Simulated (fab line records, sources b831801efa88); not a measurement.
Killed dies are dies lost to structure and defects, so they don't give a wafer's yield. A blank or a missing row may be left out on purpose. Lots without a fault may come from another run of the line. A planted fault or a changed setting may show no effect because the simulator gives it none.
fab line records | flow sfq_line
record lots=5 wafers=15 last_day=82
route steps=325 shown L0@12 L0V@16 M0@28 I0@43
lots that met no fault: from a run of the same line without faults
start_h: hours from the record's first day to the start of the lot's first wafer shown | wait_h: hours since the lot's step before | " the same as in the row above | L1.1+2: a row that stands for several wafers | - no value, or no start given | * or withheld: withheld | < > ~ a bound
route shown NAME@n: a module of which the file shows steps, and the number in the route of the first | usual: mean/standard deviation of fault-free wafers | same: alike in all rows | chamber/n: place in a boat | sites: the reading at each site | _std_site: their standard deviation | _edge_site: outer sites' mean less inner sites' | radius_mm: how far each site lies from the wafer's centre | mask NAME#n: copy n | behind: the tool/chamber that last shaped the wafer | hold: why the lot was held/for how many hours/how that ended | device: the transistor (n, p or np) that didn't switch | end of line: the same wafers' tests at the end of the route | a step without rows: its recipe alone | killed: dies lost to structure and defects at the first sort, not the wafer's yield | map: a wafer's dies, x killed, . not, _ none there
set.NAME: the setting as run; set.NAME@STEP: as run at that earlier step | model.NAME: the simulator's own value behind a step, which no gauge read
lots at some steps of the route; a table a step, a row a wafer
services: from which hour (start_h, from the record's first day; less than 0 if before it) a tool's chamber was out of use, for how many hours, and why
## steps
# step SFQ_TRILAYER_L0_BARC_OPEN_METAL_ETCH_010
# recipe mask_material=PR chemistry=O2 target_depth_nm=125 target=BARC icp_w=600 bias_w=80 pressure_mtorr=10 time_s=41.7
# usual drypump_motor_current_A=5.7/0.5 oes_product_au=0.685/0.005
# columns lot.wafer tool chamber start_h wait_h drypump_motor_current_A oes_product_au rf_hours_counter_h
L078.3 rie_metal-02 1 45.64 0.1 5.6 0.679 -
L078.4 " 0 " " 6.4 0.677 -
L078.5 " 1 " " 5.6 0.684 -
L082.1 rie_metal-04 0 64.82 0.1 5.3 0.688 7
L082.5 " 0 " " 5.2 0.681 -
L082.6 " 1 " " 5.0 0.685 -
L083.1 rie_metal-01 0 70.82 0.1 6.1 0.686 0
L083.2 " 1 " " 5.5 0.687 128
L083.3 " 0 " " 6.1 0.686 -
L085.1 rie_metal-04 1 83.24 0.1 5.0 0.681 107
L085.3 " 0 " " 5.3 0.677 -
L085.4 " 1 " " 5.0 0.676 -
L096.1 rie_metal-04 1 143.29 0.1 5.0 0.684 118
L096.3 " 1 " " 5.0 0.688 -
L096.5 " 1 " " 5.0 0.683 -
# step SFQ_TRILAYER_L0_ETCH_METAL_ETCH_008
# recipe target=MoNx_KI stop_on=SiO2 mask_material=PR chemistry=SF6/O2 target_depth_nm=50 icp_w=600 bias_w=80 pressure_mtorr=10 time_s=25
# usual drypump_motor_current_A=5.7/0.49 oes_product_au=0.872/0.0077
# columns lot.wafer tool chamber start_h wait_h drypump_motor_current_A oes_product_au rf_hours_counter_h
L078.3 rie_metal-02 1 45.69 0.0 5.6 0.870 -
L078.4 " 0 " " 6.5 0.865 -
L078.5 " 1 " " 5.6 0.865 -
L082.1 rie_metal-04 0 64.88 0.0 5.3 0.882 7
L082.5 " 0 " " 5.3 0.877 -
L082.6 " 1 " " 5.0 0.881 -
L083.1 rie_metal-01 0 70.88 0.0 6.1 0.872 0
L083.2 " 1 " " 5.5 0.856 128
L083.3 " 0 " " 6.0 0.866 -
L085.1 rie_metal-04 1 83.30 0.0 5.0 0.884 108
L085.3 " 0 " " 5.3 0.869 -
L085.4 " 1 " " 5.0 0.870 -
L096.1 rie_metal-04 1 143.35 0.0 5.0 0.869 118
L096.3 " 1 " " 5.0 0.871 -
L096.5 " 1 " " 5.0 0.869 -
# step SFQ_TRILAYER_L0_STRIP_STRIP_009
# recipe gas=O2 power_w=200 platen_temp_c=40 overash_fraction=0.65 chemistry=O2 pressure_mtorr=50
# usual drypump_motor_current_A=5.7/0.5 oes_product_au=0.998/0.0081
# columns lot.wafer tool chamber start_h wait_h drypump_motor_current_A oes_product_au rf_hours_counter_h
L078.3 rie_metal-02 1 45.92 0.2 5.6 0.996 -
L078.4 " 0 " " 6.4 0.995 -
L078.5 " 1 " " 5.6 1.009 -
L082.1 rie_metal-04 0 64.92 0.0 5.3 1.006 7
L082.5 " 0 " " 5.2 1.015 -
L082.6 " 1 " " 5.0 1.000 -
L083.1 rie_metal-01 0 70.92 0.0 6.1 0.997 0
L083.2 " 1 " " 5.5 0.988 128
L083.3 " 0 " " 6.1 1.005 -
L085.1 rie_metal-04 1 83.34 0.0 5.0 1.008 108
L085.3 " 0 " " 5.3 1.004 -
L085.4 " 1 " " 5.0 1.014 -
L096.1 rie_metal-04 1 143.40 0.0 5.0 1.002 118
L096.3 " 1 " " 5.0 0.994 -
L096.5 " 1 " " 5.0 0.994 -
# step SFQ_TRILAYER_L0_STRIP_SOLV_CLEAN_010
# recipe chemistry=NMP temp_c=70 time_s=600
# columns lot.wafer tool chamber start_h wait_h
L078.3+4+5 wet_bench-01 6,1,7 46.32 0.2
L082.1+5+6 wet_bench-02 6,5,2 65.52 0.4
L083.1+2+3 wet_bench-01 2,3,7 71.52 0.4
L085.1+3+4 wet_bench-01 2,7,5 83.94 0.4
L096.1+3+5 wet_bench-01 6,0,4 144.00 0.4
# step SFQ_TRILAYER_L0_CAP_PECVD_011
# recipe material=SiO2 temp_c=150 time_s=13.333 pressure_torr=2.4 rf_w=183.3 precursor=SiH4/N2O target_thk_nm=60
# usual heater_power_w=85/15 throttle_valve_pct=25.3/0.92
# columns lot.wafer tool chamber start_h wait_h heater_power_w throttle_valve_pct
L078.3 pecvd-02 2 46.50 0.0 87 24.2
L078.4 " 2 " " 87 24.1
L078.5 " 1 " " 74 24.6
L082.1 pecvd-03 1 65.70 0.0 80 26.4
L082.5 " 0 " " 85 25.6
L082.6 " 1 " " 79 26.6
L083.1 pecvd-03 0 71.70 0.0 88 25.6
L083.2 " 2 " " 52 26.5
L083.3 " 1 " " 73 26.8
L085.1 pecvd-02 2 84.12 0.0 87 24.2
L085.3 " 1 " " 83 24.6
L085.4 " 1 " " 83 24.8
L096.1 pecvd-04 2 144.19 0.0 102 25.5
L096.3 " 0 " " 92 26.7
L096.5 " 0 " " 90 26.6
# step SFQ_TRILAYER_L0_VIA_LITHO_COAT_018
# recipe resist=BARC spin_rpm=3000 resist_thk_nm=62
# usual dispense_pressure_kPa=49.0/0.37
# columns lot.wafer tool chamber start_h wait_h dispense_pressure_kPa
L078.3 litho_track-01 0 46.62 0.1 49.4
L078.4 " 0 " " 49.4
L078.5 " 0 " " 49.4
L082.1 litho_track-02 0 65.72 0.0 48.7
L082.5 " 0 " " 48.7
L082.6 " 0 " " 48.6
L083.1 litho_track-02 0 72.02 0.3 48.7
L083.2 " 0 " " 48.7
L083.3 " 0 " " 48.6
L085.1 litho_track-01 0 84.14 0.0 49.4
L085.3 " 0 " " 49.4
L085.4 " 0 " " 49.5
L096.1 litho_track-01 0 144.21 0.0 49.5
L096.3 " 0 " " 49.4
L096.5 " 0 " " 49.4
# step SFQ_TRILAYER_L0_VIA_LITHO_COAT_013
# recipe resist=KrF spin_rpm=3000 resist_thk_nm=650
# usual dispense_pressure_kPa=49.0/0.37
# columns lot.wafer tool chamber start_h wait_h dispense_pressure_kPa
L078.3 litho_track-01 0 46.92 0.2 49.4
L078.4 " 0 " " 49.4
L078.5 " 0 " " 49.5
L082.1 litho_track-02 0 66.02 0.2 48.6
L082.5 " 0 " " 48.7
L082.6 " 0 " " 48.7
L083.1 litho_track-02 0 72.32 0.2 48.7
L083.2 " 0 " " 48.6
L083.3 " 0 " " 48.7
L085.1 litho_track-01 0 84.44 0.2 49.4
L085.3 " 0 " " 49.4
L085.4 " 0 " " 49.4
L096.1 litho_track-01 0 144.51 0.2 49.4
L096.3 " 0 " " 49.4
L096.5 " 0 " " 49.5
# step SFQ_TRILAYER_L0_VIA_LITHO_SOFTBAKE_017
# recipe temp_c=withheld time_s=withheld resist=KrF
# columns lot.wafer tool chamber start_h wait_h
L078.3+4+5 litho_track-01 0 47.17 0.2
L082.1+5+6 litho_track-02 0 66.32 0.2
L083.1+2+3 litho_track-02 0 72.62 0.2
L085.1+3+4 litho_track-01 0 84.74 0.2
L096.1+3+5 litho_track-01 0 144.81 0.2
# step SFQ_TRILAYER_L0_VIA_LITHO_EXPOSE_014
# recipe mask_id=L0V na=0.6 source_shape=conventional sigma_outer=0.65 target_cd_nm=700 dose_mj=21.3
# columns lot.wafer tool chamber start_h wait_h mask
L078.3+4+5 krf_scanner-01 0 113.22 - L0V#0
L082.1+5+6 krf_scanner-01 0 136.82 - L0V#0
L083.1+2+3 krf_scanner-01 0 148.35 - L0V#0
L085.1+3+4 krf_scanner-01 0 198.12 - L0V#0
L096.1+3+5 krf_scanner-01 0 260.07 - L0V#0
# step SFQ_TRILAYER_L0_VIA_LITHO_PEB_016
# recipe peb_temp_c=115 peb_time_s=60 resist=KrF
# columns lot.wafer tool chamber start_h wait_h
L078.3+4+5 litho_track-02 0 114.07 0.7
L082.1+5+6 litho_track-03 0 138.02 1.0
L083.1+2+3 litho_track-02 0 149.55 1.0
L085.1+3+4 litho_track-01 0 199.32 1.0
L096.1+3+5 litho_track-02 0 261.27 1.0
# step SFQ_TRILAYER_L0_VIA_LITHO_DEVELOP_015
# recipe time_s=60 resist=KrF
# columns lot.wafer tool chamber start_h wait_h
L078.3+4+5 litho_track-02 0 114.22 0.1
L082.1+5+6 litho_track-03 0 138.17 0.1
L083.1+2+3 litho_track-02 0 149.70 0.1
L085.1+3+4 litho_track-01 0 199.47 0.1
L096.1+3+5 litho_track-02 0 261.42 0.1
# step SFQ_L0V_OVL_MEAS_903
# usual L0V_OVL=-3/5.3
# columns lot.wafer tool chamber start_h wait_h L0V_OVL[nm]
L078.3 overlay-02 - 114.33 0.1 -11
L078.4 " - " " -16
L078.5 " - " " -3
L082.1 overlay-02 - 138.32 0.1 -3
L082.5 " - " " -3
L082.6 " - " " -15
L083.1 overlay-01 - 149.85 0.1 -2
L083.2 " - " " -4
L083.3 " - " " 0
L085.1 overlay-01 - 199.62 0.1 -7
L085.3 " - " " -5
L085.4 " - " " -5
L096.1 overlay-02 - 261.57 0.1 -5
L096.3 " - " " 1
L096.5 " - " " -7
# step SFQ_TRILAYER_L0_VIA_BARC_OPEN_VIA_ETCH_021
# recipe mask_material=PR chemistry=O2 target_depth_nm=125 target=BARC source_w=500 bias_w=80 pressure_mtorr=30 time_s=41.7
# usual drypump_motor_current_A=5.7/0.57 oes_product_au=0.685/0.005
# columns lot.wafer tool chamber start_h wait_h drypump_motor_current_A oes_product_au rf_hours_counter_h
L078.3 rie_diel-03 0 114.36 0.0 5.1 0.690 6
L078.4 " 1 " " 6.5 0.688 70
L078.5 " 0 " " 5.1 0.685 -
L082.1 rie_diel-04 2 138.36 0.0 5.6 0.687 113
L082.5 " 2 " " 5.6 0.689 -
L082.6 " 3 " " 6.3 0.686 -
L083.1 rie_diel-02 3 149.88 0.0 5.8 0.689 143
L083.2 " 1 " " 4.8 0.677 93
L083.3 " 0 " " 6.4 0.691 105
L085.1 rie_diel-04 2 199.66 0.0 5.7 0.691 113
L085.3 " 3 " " 6.2 0.688 69
L085.4 " 1 " " 6.2 0.685 7
L096.1 rie_diel-03 0 261.61 0.0 5.1 0.675 8
L096.3 " 1 " " 6.5 0.689 73
L096.5 " 3 " " 5.2 0.680 -
# step SFQ_TRILAYER_L0_VIA_ETCH_VIA_ETCH_016
# recipe target=SiO2 stop_on=MoNx_KI mask_material=PR chemistry=CHF3 target_depth_nm=80 source_w=500 bias_w=80 pressure_mtorr=30 time_s=withheld
# usual drypump_motor_current_A=5.7/0.56 oes_product_au=0.843/0.0079
# columns lot.wafer tool chamber start_h wait_h drypump_motor_current_A oes_product_au
L078.3 rie_diel-03 0 114.40 0.0 5.1 0.842
L078.4 " 1 " " 6.5 0.842
L078.5 " 0 " " 5.1 0.834
L082.1 rie_diel-04 2 138.40 0.0 5.6 0.848
L082.5 " 2 " " 5.6 0.850
L082.6 " 3 " " 6.3 0.858
L083.1 rie_diel-02 3 149.92 0.0 5.8 0.845
L083.2 " 1 " " 4.8 0.852
L083.3 " 0 " " 6.4 0.841
L085.1 rie_diel-04 2 199.69 0.0 5.6 0.825
L085.3 " 3 " " 6.2 0.842
L085.4 " 1 " " 6.2 0.844
L096.1 rie_diel-03 0 261.64 0.0 5.1 0.834
L096.3 " 1 " " 6.5 0.828
L096.5 " 3 " " 5.2 0.852
# step SFQ_TRILAYER_L0_VIA_STRIP_STRIP_017
# recipe gas=O2 power_w=200 platen_temp_c=40 overash_fraction=0.65 chemistry=O2 pressure_mtorr=50
# usual drypump_motor_current_A=5.4/0.47 oes_product_au=0.999/0.0071
# columns lot.wafer tool chamber start_h wait_h drypump_motor_current_A oes_product_au rf_hours_counter_h
L078.3 rie_metal-01 1 114.64 - 5.5 0.991 -
L078.4 " 0 " " 6.1 0.998 -
L078.5 " 0 " " 6.1 1.003 -
L082.1 rie_metal-04 1 138.44 - 5.0 1.012 118
L082.5 " 1 " " 5.0 1.003 -
L082.6 " 0 " " 5.3 1.001 -
L083.1 rie_metal-01 0 149.97 - 6.1 1.000 14
L083.2 " 1 " " 5.5 0.999 141
L083.3 " 1 " " 5.5 0.997 -
L085.1 rie_metal-03 0 199.74 - 6.1 0.987 154
L085.3 " 0 " " 6.0 0.990 -
L085.4 " 0 " " 6.1 0.997 -
L096.1 rie_metal-03 1 261.69 - 4.9 0.997 10
L096.3 " 1 " " 5.0 1.005 -
L096.5 " 1 " " 5.0 0.997 -
# step SFQ_TRILAYER_L0_VIA_STRIP_SOLV_CLEAN_018
# recipe chemistry=NMP temp_c=70 time_s=600
# columns lot.wafer tool chamber start_h wait_h
L078.3+4+5 wet_bench-04 1,0,2 115.04 0.2
L082.1+5+6 wet_bench-02 5,4,6 139.04 0.4
L083.1+2+3 wet_bench-02 6,2,5 150.57 0.4
L085.1+3+4 wet_bench-02 0,2,4 200.94 1.0
L096.1+3+5 wet_bench-04 5,2,7 262.89 1.0
# step SFQ_TRILAYER_M0_DEP_PRE_CLEAN_020
# recipe gas=Ar time_s=15 bias_v=250
# columns lot.wafer tool chamber start_h wait_h
L078.3+4+5 pvd_sputter-04 - 115.22 0.0
L082.1+5+6 pvd_sputter-04 - 139.22 0.0
L083.1+2+3 pvd_sputter-03 - 150.76 0.0
L085.1+3+4 pvd_sputter-03 - 201.13 0.0
L096.1+3+5 pvd_sputter-03 - 263.07 0.0
# step SFQ_TRILAYER_M0_DEP_SPUTTER_019
# recipe material=Nb base_pressure_pa=1.33e-06 chamber_pressure_pa=0.1333 substrate_temp_c=20 resputter_cathode_voltage_v=400 target_thk_nm=200 power_w=2000 time_s=133.3
# usual throttle_valve_pct=30.4/1
# columns lot.wafer tool chamber start_h wait_h throttle_valve_pct
L078.3 pvd_sputter-04 - 115.24 0.0 30.7
L078.4 " - " " 29.2
L078.5 " - " " 30.8
L082.1 pvd_sputter-04 - 139.24 0.0 31.0
L082.5 " - " " 30.7
L082.6 " - " " 30.5
L083.1 pvd_sputter-03 - 150.79 0.0 29.8
L083.2 " - " " 29.1
L083.3 " - " " 32.5
L085.1 pvd_sputter-03 - 201.16 0.0 29.2
L085.3 " - " " 32.4
L085.4 " - " " 31.0
L096.1 pvd_sputter-03 - 263.09 0.0 29.9
L096.3 " - " " 31.1
L096.5 " - " " 29.9
# step SFQ_M0_RS_MEAS_904
# recipe thk_meas_gauge=four-point-probe reads=Nb_of_TRILAYER_M0_DEP_SPUTTER_019
# usual M0_NB_RS=0.888/0.0095
# columns lot.wafer tool chamber start_h wait_h M0_NB_RS[ohm/sq]
L078.3 film_metro-03 - 115.37 0.1 0.897
L078.4 " - " " 0.902
L078.5 " - " " 0.902
L082.1 film_metro-03 - 139.33 0.0 0.881
L082.5 " - " " 0.880
L082.6 " - " " 0.894
L083.1 film_metro-02 - 150.88 0.0 0.901
L083.2 " - " " 0.902
L083.3 " - " " 0.908
L085.1 film_metro-03 - 201.25 0.0 0.872
L085.3 " - " " 0.879
L085.4 " - " " 0.874
L096.1 film_metro-04 - 263.18 0.0 0.897
L096.3 " - " " 0.892
L096.5 " - " " 0.890
# step SFQ_TRILAYER_M0_LITHO_COAT_026
# recipe resist=BARC spin_rpm=3000 resist_thk_nm=62
# usual dispense_pressure_kPa=48.59/0.15
# columns lot.wafer tool chamber start_h wait_h dispense_pressure_kPa
L078.3 litho_track-02 0 115.61 0.1 48.64
L078.4 " 0 " " 48.69
L078.5 " 0 " " 48.64
L082.1 litho_track-03 0 139.51 0.1 48.71
L082.5 " 0 " " 48.70
L082.6 " 0 " " 48.71
L083.1 litho_track-02 0 151.06 0.1 48.67
L083.2 " 0 " " 48.67
L083.3 " 0 " " 48.66
L085.1 litho_track-02 0 201.43 0.1 48.65
L085.3 " 0 " " 48.68
L085.4 " 0 " " 48.68
L096.1 litho_track-04 0 263.36 0.1 48.35
L096.3 " 0 " " 48.33
L096.5 " 0 " " 48.36
# step SFQ_TRILAYER_M0_LITHO_COAT_021
# recipe resist=KrF spin_rpm=3000 resist_thk_nm=600
# usual dispense_pressure_kPa=48.59/0.15
# columns lot.wafer tool chamber start_h wait_h dispense_pressure_kPa
L078.3 litho_track-02 0 115.91 0.2 48.66
L078.4 " 0 " " 48.65
L078.5 " 0 " " 48.65
L082.1 litho_track-03 0 139.81 0.2 48.70
L082.5 " 0 " " 48.71
L082.6 " 0 " " 48.71
L083.1 litho_track-02 0 151.36 0.2 48.63
L083.2 " 0 " " 48.66
L083.3 " 0 " " 48.68
L085.1 litho_track-02 0 201.73 0.2 48.69
L085.3 " 0 " " 48.69
L085.4 " 0 " " 48.66
L096.1 litho_track-04 0 263.66 0.2 48.33
L096.3 " 0 " " 48.34
L096.5 " 0 " " 48.33
# step SFQ_TRILAYER_M0_LITHO_SOFTBAKE_025
# recipe temp_c=withheld time_s=withheld resist=KrF
# columns lot.wafer tool chamber start_h wait_h
L078.3+4+5 litho_track-02 0 116.16 0.2
L082.1+5+6 litho_track-03 0 140.11 0.2
L083.1+2+3 litho_track-02 0 151.66 0.2
L085.1+3+4 litho_track-02 0 202.03 0.2
L096.1+3+5 litho_track-04 0 263.96 0.2
# step SFQ_TRILAYER_M0_LITHO_EXPOSE_022
# recipe mask_id=M0 na=0.6 source_shape=conventional sigma_outer=0.65 target_cd_nm=500 dose_mj=14.4
# columns lot.wafer tool chamber start_h wait_h mask
L078.3+4+5 krf_scanner-02 0 134.89 - M0#0
L082.1+5+6 krf_scanner-02 0 160.99 - M0#0
L083.1+2+3 krf_scanner-02 0 169.39 - M0#0
L085.1+3+4 krf_scanner-02 0 216.42 - M0#0
L096.1+3+5 krf_scanner-02 0 296.37 - M0#0
# step SFQ_TRILAYER_M0_LITHO_PEB_024
# recipe peb_temp_c=115 peb_time_s=60 resist=KrF
# columns lot.wafer tool chamber start_h wait_h
L078.3+4+5 litho_track-03 0 135.74 0.7
L082.1+5+6 litho_track-02 0 162.19 1.0
L083.1+2+3 litho_track-02 0 170.59 1.0
L085.1+3+4 litho_track-03 0 217.62 1.0
L096.1+3+5 litho_track-02 0 297.57 1.0
# step SFQ_TRILAYER_M0_LITHO_DEVELOP_023
# recipe time_s=60 resist=KrF
# columns lot.wafer tool chamber start_h wait_h
L078.3+4+5 litho_track-03 0 135.89 0.1
L082.1+5+6 litho_track-02 0 162.34 0.1
L083.1+2+3 litho_track-02 0 170.74 0.1
L085.1+3+4 litho_track-03 0 217.77 0.1
L096.1+3+5 litho_track-02 0 297.72 0.1
# step SFQ_M0_OVL_MEAS_906
# usual M0_OVL=2/5
# columns lot.wafer tool chamber start_h wait_h M0_OVL[nm]
L078.3 overlay-01 - 136.01 0.1 -6
L078.4 " - " " -3
L078.5 " - " " -9
L082.1 overlay-01 - 162.49 0.1 -7
L082.5 " - " " -8
L082.6 " - " " -8
L083.1 overlay-01 - 170.89 0.1 -5
L083.2 " - " " -4
L083.3 " - " " -3
L085.1 overlay-01 - 217.92 0.1 1
L085.3 " - " " 4
L085.4 " - " " -3
L096.1 overlay-02 - 297.87 0.1 4
L096.3 " - " " -1
L096.5 " - " " 0
# step SFQ_TRILAYER_M0_BARC_OPEN_METAL_ETCH_031
# recipe mask_material=PR chemistry=O2 target_depth_nm=125 target=BARC icp_w=600 bias_w=80 pressure_mtorr=10 time_s=41.7
# usual drypump_motor_current_A=5.4/0.53 oes_product_au=0.685/0.0052
# columns lot.wafer tool chamber start_h wait_h drypump_motor_current_A oes_product_au rf_hours_counter_h
L078.3 rie_metal-03 1 136.05 0.0 5.0 0.680 -
L078.4 " 0 " " 6.1 0.695 -
L078.5 " 1 " " 5.0 0.688 -
L082.1 rie_metal-03 0 162.53 0.0 6.0 0.690 149
L082.5 " 1 " " 5.0 0.688 -
L082.6 " 0 " " 6.0 0.693 -
L083.1 rie_metal-03 1 170.93 0.0 4.9 0.689 189
L083.2 " 0 " " 6.0 0.679 151
L083.3 " 1 " " 4.9 0.689 -
L085.1 rie_metal-04 0 217.96 0.0 5.3 0.704 35
L085.3 " 1 " " 5.0 0.677 -
L085.4 " 0 " " 5.3 0.692 -
L096.1 rie_metal-04 1 297.91 0.0 5.0 0.685 142
L096.3 " 1 " " 5.0 0.689 -
L096.5 " 0 " " 5.3 0.681 -
# step SFQ_TRILAYER_M0_ETCH_METAL_ETCH_024
# recipe target=Nb stop_on=SiO2 mask_material=PR chemistry=Cl2/Ar target_depth_nm=240 icp_w=600 bias_w=80 pressure_mtorr=10 time_s=120
# usual drypump_motor_current_A=5.4/0.53 oes_product_au=0.896/0.0071
# columns lot.wafer tool chamber start_h wait_h drypump_motor_current_A oes_product_au rf_hours_counter_h
L078.3 rie_metal-03 1 136.13 0.1 5.0 0.896 -
L078.4 " 0 " " 6.0 0.890 -
L078.5 " 1 " " 5.0 0.888 -
L082.1 rie_metal-03 0 162.59 0.0 6.0 0.898 149
L082.5 " 1 " " 4.9 0.899 -
L082.6 " 0 " " 6.0 0.894 -
L083.1 rie_metal-03 1 170.99 0.0 5.0 0.882 189
L083.2 " 0 " " 6.0 0.887 151
L083.3 " 1 " " 4.9 0.883 -
L085.1 rie_metal-04 0 218.01 0.0 5.2 0.903 35
L085.3 " 1 " " 5.0 0.903 -
L085.4 " 0 " " 5.3 0.905 -
L096.1 rie_metal-04 1 297.96 0.0 5.0 0.883 142
L096.3 " 1 " " 5.0 0.890 -
L096.5 " 0 " " 5.2 0.899 -
# step SFQ_TRILAYER_M0_STRIP_STRIP_025
# recipe gas=O2 power_w=200 platen_temp_c=40 overash_fraction=0.65 chemistry=O2 pressure_mtorr=50
# usual drypump_motor_current_A=5.4/0.54 oes_product_au=0.997/0.0073
# columns lot.wafer tool chamber start_h wait_h drypump_motor_current_A oes_product_au rf_hours_counter_h
L078.3 rie_metal-03 1 136.41 0.2 4.9 0.983 -
L078.4 " 0 " " 6.1 0.987 -
L078.5 " 1 " " 4.9 1.009 -
L082.1 rie_metal-03 0 162.71 0.1 6.1 0.986 149
L082.5 " 1 " " 5.0 0.999 -
L082.6 " 0 " " 6.1 0.991 -
L083.1 rie_metal-03 1 171.11 0.1 5.0 1.003 189
L083.2 " 0 " " 6.0 0.994 151
L083.3 " 1 " " 4.9 0.999 -
L085.1 rie_metal-04 0 218.14 0.1 5.3 1.003 35
L085.3 " 1 " " 5.0 0.991 -
L085.4 " 0 " " 5.3 0.998 -
L096.1 rie_metal-04 1 298.09 0.1 5.0 1.002 142
L096.3 " 1 " " 5.0 1.005 -
L096.5 " 0 " " 5.3 1.010 -
# step SFQ_TRILAYER_M0_STRIP_SOLV_CLEAN_026
# recipe chemistry=NMP temp_c=70 time_s=600
# columns lot.wafer tool chamber start_h wait_h
L078.3+4+5 wet_bench-04 1,0,4 136.81 0.2
L082.1+5+6 wet_bench-04 2,1,3 163.31 0.4
L083.1+2+3 wet_bench-04 3,6,0 171.71 0.4
L085.1+3+4 wet_bench-02 2,0,1 218.74 0.4
L096.1+3+5 wet_bench-02 0,4,7 298.69 0.4
# step SFQ_TRILAYER_I0_DEP_PECVD_027
# recipe material=SiO2 temp_c=150 time_s=111.11 pressure_torr=2.4 rf_w=183.3 precursor=SiH4/N2O target_thk_nm=500
# usual heater_power_w=83/16 throttle_valve_pct=24.6/0.95
# columns lot.wafer tool chamber start_h wait_h heater_power_w throttle_valve_pct
L078.3 pecvd-04 1 136.99 0.0 88 25.4
L078.4 " 0 " " 93 26.7
L078.5 " 2 " " 112 25.4
L082.1 pecvd-01 2 163.51 0.0 93 24.6
L082.5 " 0 " " 62 23.0
L082.6 " 1 " " 56 25.2
L083.1 pecvd-02 2 171.91 0.0 77 24.2
L083.2 " 1 " " 86 24.9
L083.3 " 0 " " 111 24.0
L085.1 pecvd-01 0 218.91 0.0 67 23.7
L085.3 " 1 " " 64 25.8
L085.4 " 2 " " 105 24.8
L096.1 pecvd-04 0 298.86 0.0 89 26.8
L096.3 " 2 " " 114 26.0
L096.5 " 1 " " 76 26.1
## services
# columns tool chamber start_h hours kind
krf_scanner-02 - 21.77 0.8 pm
krf_scanner-01 - 23.47 1.0 pm
wet_bench-02 - 24.86 1.9 pm
rie_metal-01 - 30.79 0.5 repair
krf_scanner-01 - 70.07 0.8 pm
krf_scanner-02 - 74.12 4.0 pm
rie_metal-04 - 75.16 1.2 repair
pvd_sputter-03 - 95.81 1.8 repair
rie_metal-03 1 98.22 2.1 repair
rie_metal-03 - 116.44 2.8 pm
krf_scanner-02 - 136.89 1.3 pm
krf_scanner-01 - 139.22 4.0 pm
rie_metal-01 1 139.70 2.7 repair
wet_bench-02 - 141.53 3.2 repair
krf_scanner-01 - 146.34 0.8 repair
krf_scanner-01 - 151.95 36.0 pm
rie_metal-03 1 165.27 4.8 repair
krf_scanner-02 - 188.72 1.0 pm
rie_metal-04 1 196.96 9.6 repair
rie_metal-03 0 238.20 26.6 repair
pvd_sputter-03 - 241.48 3.8 repair
pvd_sputter-03 - 251.12 5.0 repair
rie_metal-03 - 262.89 1.4 pm
rie_metal-03 1 297.10 3.9 repair
## key
fault none
